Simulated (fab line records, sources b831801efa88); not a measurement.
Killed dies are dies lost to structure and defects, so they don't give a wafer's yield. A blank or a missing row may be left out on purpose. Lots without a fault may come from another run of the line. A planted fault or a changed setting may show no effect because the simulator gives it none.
A struck lot beside a sound one | flow sky130 | 43 steps out of a route of 708
Sound: wafers L475.3, L475.5, L475.6. Struck: wafer L472.1. (L472.3, L472.6 of the same lot were not struck and are left out.) The cause comes at the end.
At each step with rows: each side's tool, then ch and its chambers, then its first start. Under that, the readings that differ: sound wafers | struck wafers | difference of the means | sigmas: that difference in standard deviations of wafers without a fault.
alike: readings whose means differ by less than 2 such deviations, and words and numbers that are the same on both sides. not compared: withheld readings, readings that some wafer has no value for, bounds like >300 that may hide the same value, and numbers for which the record gives no deviation and whose values overlap.
The two part at a step that has a row with sigmas, a row that says differs or no value, or rows on one side only. Numbers that don't overlap but have no deviation are shown without sigmas and don't part them. A reading that every wafer of one side lacks parts them only if that side has two wafers or more.

first, 1 step without rows for these wafers: SKY_VIA2_ETCH_15 (etches SiO2 in C4F8/O2/Ar, stops on TiN, target depth 546 nm, time 84 s).
SKY_VIA2_STRIP_16: strips in O2/N2.
  sound on plasma_asher-01 ch 0,1, day 41 03:05; struck on plasma_asher-03 ch 0, day 39 22:37
  reading                | sound | struck | difference                   | sigmas
  rf_hours_counter_h (h) | - - - | 84     | no value on the sound wafers |
  alike: drypump_motor_current_A, oes_product_au, strip_time_to_endpoint_s
then, 5 steps without rows for these wafers: SKY_VIA2_STRIP_17 (strips in post etch residue remover, time 1200 s); SKY_VIA2_CLEAN_18 (cleans in IPA, time 180 s); SKY_VIA2_CLEAN_19 (cleans in O3/DIW); SKY_VIA2_SPUTTER_20 (material TiN, target thk 20 nm, time 80 s); SKY_VIA2_CVD_21 (deposits W, target thk 420 nm, time 126.4 s).
SKY_VIA2_RS_MEAS_22: measures by four-point-probe.
  sound on film_metro-04, day 41 03:55; struck on film_metro-04, day 39 23:23
  alike: VIA2_W_RS
SKY_VIA2_THK_MEAS_23: measures by xrf.
  sound on film_metro-04, day 41 04:01; struck on film_metro-04, day 39 23:31
  alike: VIA2_W_THK
then, 2 steps without rows for these wafers: SKY_VIA2_CMP_24 (polishes, stops on SiO2, t overpolish 20 s, target thk 0 nm); SKY_METAL3_SPUTTER_00 (material Ti, target thk 15 nm, time 10 s).
SKY_METAL3_SPUTTER_01: material TiN, target thk 20 nm, time 16.7 s.
  sound on pvd_sputter-01, day 41 04:23; struck on pvd_sputter-02, day 39 23:56
  alike: throttle_valve_pct
SKY_METAL3_SPUTTER_02: material AlCu, target thk 735 nm, time 39.1 s.
  sound on pvd_sputter-01, day 41 04:25; struck on pvd_sputter-02, day 39 23:58
  reading                                     | sound             | struck | difference | sigmas
  model.AlCu_of_METAL3_SPUTTER_02.thk_nm (nm) | 750.3 746.6 744.9 | 1021   | +274       |
  alike: throttle_valve_pct
SKY_METAL3_SPUTTER_03: material Ti, target thk 5 nm, time 3.3 s.
  sound on pvd_sputter-01, day 41 04:27; struck on pvd_sputter-02, day 40 00:00
  alike: throttle_valve_pct
then, 1 step without rows for these wafers: SKY_METAL3_SPUTTER_04 (material TiN, target thk 70 nm, time 59.98 s).
SKY_CAPM_CVD_00: deposits SiO2, target thk 15.5 nm.
  sound on pecvd-03 ch 0,1,2, day 41 04:31; struck on pecvd-03 ch 1, day 40 00:04
  alike: heater_power_w
SKY_CAPM_THK_MEAS_01:
  sound on film_metro-01, day 41 04:34; struck on film_metro-02, day 40 00:05
  alike: CAPM_CVD_00_THK
SKY_CAPM_SPUTTER_02: material TiN, target thk 200 nm, time 166.7 s.
  sound on pvd_sputter-02, day 41 04:36; struck on pvd_sputter-03, day 40 00:09
  alike: throttle_valve_pct
SKY_CAPM_RS_MEAS_03: measures by four-point-probe.
  sound on film_metro-03, day 41 04:45; struck on film_metro-01, day 40 00:16
  alike: CAPM_TIN_RS
SKY_CAPM_THK_MEAS_04: measures by xrf.
  sound on film_metro-03, day 41 04:51; struck on film_metro-01, day 40 00:23
  alike: CAPM_TIN_THK
then, 7 steps without rows for these wafers: SKY_CAPM_DEHYDRATE_05 (time 60 s); SKY_CAPM_HMDS_06 (prime time 60 s); SKY_CAPM_COAT_07 (resist thk 1140 nm); SKY_CAPM_SOFTBAKE_08 (time 60 s); SKY_CAPM_EXPOSE_09 (exposes mask CAPM, target cd 1000 nm); SKY_CAPM_PEB_10; SKY_CAPM_DEVELOP_11 (develop time 60 s).
SKY_CAPM_OVL_MEAS_12:
  sound on overlay-02, day 42 04:15; struck on overlay-02, day 41 00:23
  alike: CAPM_OVL
then, 13 steps without rows for these wafers: SKY_CAPM_METAL_ETCH_13 (etches TiN in Cl2/BCl3, stops on SiO2, target depth 220 nm, time 62.9 s); SKY_CAPM_STRIP_14 (strips in O2/N2); SKY_CAPM_STRIP_15 (strips in post etch residue remover, time 1200 s); SKY_CAPM_CLEAN_16 (cleans in IPA, time 180 s); SKY_CAPM_CLEAN_17 (cleans in O3/DIW); SKY_METAL3_DEHYDRATE_05 (time 60 s); SKY_METAL3_HMDS_06 (prime time 60 s); SKY_METAL3_COAT_07 (resist thk 60 nm); SKY_METAL3_COAT_08 (resist thk 1140 nm); SKY_METAL3_SOFTBAKE_09 (time 90 s); SKY_METAL3_EXPOSE_10 (exposes mask MM3, target cd 300 nm); SKY_METAL3_PEB_11; SKY_METAL3_DEVELOP_12 (develop time 60 s).
SKY_METAL3_CD_MEAS_13: target cd 300 nm.
  sound on cd_sem-01, day 43 03:48; struck on cd_sem-01, day 42 01:05
  alike: cd_nm
SKY_METAL3_METAL_ETCH_18: etches the open film in Cl2/BCl3, stops on SiO2, target depth 845 nm, time 183.1 s.
  sound on rie_metal-03 ch 0,1, day 43 04:08; struck on rie_metal-02 ch 1, day 42 01:23
  reading                | sound             | struck | difference                   | sigmas
  oes_product_au (a.u.)  | 0.875 0.876 0.867 | 0.983  | +0.110                       | +20
  rf_hours_counter_h (h) | - - -             | 11     | no value on the sound wafers |
  alike: drypump_motor_current_A, throttle_valve_pct

WHERE THEY PART
First at SKY_VIA2_STRIP_16; last, within this record, at SKY_METAL3_METAL_ETCH_18.

WHY: what the simulator had put in
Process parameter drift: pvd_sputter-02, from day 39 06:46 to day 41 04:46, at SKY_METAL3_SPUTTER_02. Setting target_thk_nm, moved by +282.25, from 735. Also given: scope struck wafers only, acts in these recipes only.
